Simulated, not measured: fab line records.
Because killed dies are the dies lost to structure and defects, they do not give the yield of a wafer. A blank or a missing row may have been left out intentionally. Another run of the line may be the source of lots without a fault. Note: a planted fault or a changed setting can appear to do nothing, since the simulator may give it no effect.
Which of the tools did it? | flow sky130 | 39 wafers from 13 lots sampled at 4 of the route's 708 steps

WHAT THE GAUGES READ, wafer by wafer
SKY_LI_CONTACT_OVL_MEAS_13.
lot  | measured     | on         | LI_CONTACT_OVL (nm)
L220 | day 30 15:52 | overlay-02 | -4 1 1
L221 | day 30 17:46 | overlay-02 | -2 1 3
L222 | day 31 03:54 | overlay-01 | -5 -6 -7
L223 | day 31 16:04 | overlay-02 | -1 -4 1
L224 | day 31 22:13 | overlay-02 | 6 -9 8
L226 | day 32 01:33 | overlay-02 | -2 -4 2
L228 | day 33 01:13 | overlay-02 | -4 -5 -8
L232 | day 34 02:13 | overlay-02 | -2 -4 -4
L235 | day 34 16:52 | overlay-02 | 4 -10 -4
L238 | day 36 00:16 | overlay-02 | 1 -2 -3
L239 | day 36 09:44 | overlay-02 | -3 -5 -2
L241 | day 36 12:38 | overlay-01 | -10 -9 -7
L240 | day 36 16:41 | overlay-02 | -4 -1 -3

SKY_LOCAL_INTERCONNECT_RS_MEAS_01: a four-point-probe measurement.
lot  | measured     | on            | LOCAL_INTERCONNECT_TIN_RS (ohm/sq)
L220 | day 30 17:09 | film metro-01 | 14.46 14.17 14.01
L221 | day 30 19:04 | film metro-03 | 14.27 14.27 13.92
L222 | day 31 05:10 | film metro-03 | 14.21 14.20 13.90
L223 | day 31 17:21 | film metro-01 | 13.88 14.20 14.09
L224 | day 31 23:31 | film metro-01 | 14.16 14.05 14.10
L226 | day 32 03:05 | film metro-02 | 14.02 13.98 14.17
L228 | day 33 02:29 | film metro-01 | 14.12 14.38 14.13
L232 | day 34 03:40 | film metro-01 | 14.21 14.12 14.22
L235 | day 34 18:09 | film metro-01 | 14.39 14.16 14.46
L238 | day 36 01:32 | film metro-03 | 14.09 14.07 14.01
L239 | day 36 11:00 | film metro-02 | 14.00 13.98 14.15
L241 | day 36 13:55 | film metro-01 | 14.23 14.34 14.25
L240 | day 36 17:58 | film metro-02 | 14.11 14.16 13.80

WHICH TOOL RAN EACH LOT (tool, then ch and the chambers of the sampled wafers, then the start)
lot  | SKY_LI_CONTACT_ETCH_14             | SKY_LI_CONTACT_CVD_21
L220 | rie diel-04 ch 0,1,3, day 30 15:54 | cvd w-01 ch 0,1, day 30 16:28
L221 | rie diel-04 ch 0,1,3, day 30 17:48 | cvd w-01 ch 0,1, day 30 18:22
L222 | rie diel-04 ch 0,1,3, day 31 03:56 | cvd w-01 ch 0,1, day 31 04:30
L223 | rie diel-02 ch 2,3, day 31 16:06   | cvd w-01 ch 0,1, day 31 16:40
L224 | rie diel-01 ch 0,1,2, day 31 22:15 | cvd w-02 ch 0,1, day 31 22:49
L226 | rie diel-04 ch 0,1,2, day 32 01:35 | cvd w-02 ch 0, day 32 02:09
L228 | rie diel-04 ch 0,1,3, day 33 01:16 | cvd w-01 ch 0,1, day 33 01:49
L232 | rie diel-04 ch 0,1, day 34 02:15   | cvd w-02 ch 0, day 34 02:59
L235 | rie diel-04 ch 0,1, day 34 16:54   | cvd w-01 ch 0,1, day 34 17:28
L238 | rie diel-01 ch 0,1,3, day 36 00:18 | cvd w-02 ch 0,1, day 36 00:52
L239 | rie diel-02 ch 1,2,3, day 36 09:46 | cvd w-02 ch 0,1, day 36 10:19
L241 | rie diel-02 ch 0,3, day 36 12:40   | cvd w-02 ch 0,1, day 36 13:14
L240 | rie diel-01 ch 0,3, day 36 16:43   | cvd w-01 ch 0, day 36 17:17
- SKY_LI_CONTACT_ETCH_14: etches BARC in N2/H2, stops on SiO2, time 45.9 s, target depth 60 nm.
- SKY_LI_CONTACT_CVD_21: deposits W, target thk 400 nm, time 120.56 s.

AS READ BY THE TOOLS THEMSELVES (means over the sampled wafers that have a number; for cases with no such wafer, the mark the record gives instead)
SKY_LI_CONTACT_ETCH_14.
lot  | tool        | bias w (W) | drypump motor current A (A) | oes product au (a.u.) | throttle valve pct (%)
L220 | rie diel-04 | 100.1      | 5.8                         | 0.854                 | 13.224
L221 | rie diel-04 | 100.0      | 5.9                         | 0.857                 | 13.229
L222 | rie diel-04 | 100.0      | 5.9                         | 0.855                 | 13.223
L223 | rie diel-02 | 100.3      | 5.5                         | 0.861                 | 13.227
L224 | rie diel-01 | 100.1      | 6.1                         | 0.856                 | 13.225
L226 | rie diel-04 | 100.3      | 6.1                         | 0.859                 | 13.232
L228 | rie diel-04 | 99.6       | 5.9                         | 0.857                 | 13.233
L232 | rie diel-04 | 99.8       | 6.1                         | 0.859                 | 13.229
L235 | rie diel-04 | 98.6       | 6.1                         | 0.856                 | 13.221
L238 | rie diel-01 | 100.1      | 6.0                         | 0.852                 | 13.229
L239 | rie diel-02 | 100.0      | 5.8                         | 0.849                 | 13.220
L241 | rie diel-02 | 100.2      | 5.4                         | 0.857                 | 13.228
L240 | rie diel-01 | 99.7       | 6.2                         | 0.860                 | 13.225

SKY_LI_CONTACT_CVD_21.
lot  | tool     | heater power w (W)
L220 | cvd w-01 | 844
L221 | cvd w-01 | 814
L222 | cvd w-01 | 809
L223 | cvd w-01 | 855
L224 | cvd w-02 | 835
L226 | cvd w-02 | 872
L228 | cvd w-01 | 805
L232 | cvd w-02 | 891
L235 | cvd w-01 | 843
L238 | cvd w-02 | 862
L239 | cvd w-02 | 854
L241 | cvd w-02 | 839
L240 | cvd w-01 | 883

THE ANSWER, worked out from the rows above alone
Rule: usual is defined by the lots themselves. The widest of any qualifying gaps counts: lots, ordered by their means at a reading, are off when they make up no more than a third of the lots, leave a main group of 4 or more, and stand apart from it by 3 or more times the standard deviation of that group's means. If all means in a main group match to the digits the tables above print for the reading, that group is not used. A lot without any number at a reading at which 4 lots or more have one is off too. The other lots that the step has rows for count as sound. First the gauges in route order, then the tools' own readings, where a lot's mean is used as printed above. The first step at which some lot is off is used, and at that step the reading that is off furthest; a lot without a number counts as furthest.
Off at SKY_LI_CONTACT_ETCH_14 (bias w): L235. The main group: mean 100.0 W, standard deviation 0.21.
If a tool, at that step or one of the process steps before it, ran each lot that is off and ran no sound lot following the first of them, it fits. One candidate fits, namely rie diel-04 at SKY_LI_CONTACT_ETCH_14. Its last sound lot is L232 (day 34 02:15), its first lot that is off L235 (day 34 16:54): a fault that began between those two fits.
On the lots that are off, the tool's own readings at SKY_LI_CONTACT_ETCH_14 differ by more than 5 times the standard deviation of the sound lots' means, which bears it out; bias w reads 98.6 W there versus 100.0 W on the sound lots.

WHAT WAS PUT IN BY THE SIMULATOR
rie diel-04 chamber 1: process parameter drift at SKY_LI_CONTACT_ETCH_14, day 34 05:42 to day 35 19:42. Setting bias w shifted by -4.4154 from 100. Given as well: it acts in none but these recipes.
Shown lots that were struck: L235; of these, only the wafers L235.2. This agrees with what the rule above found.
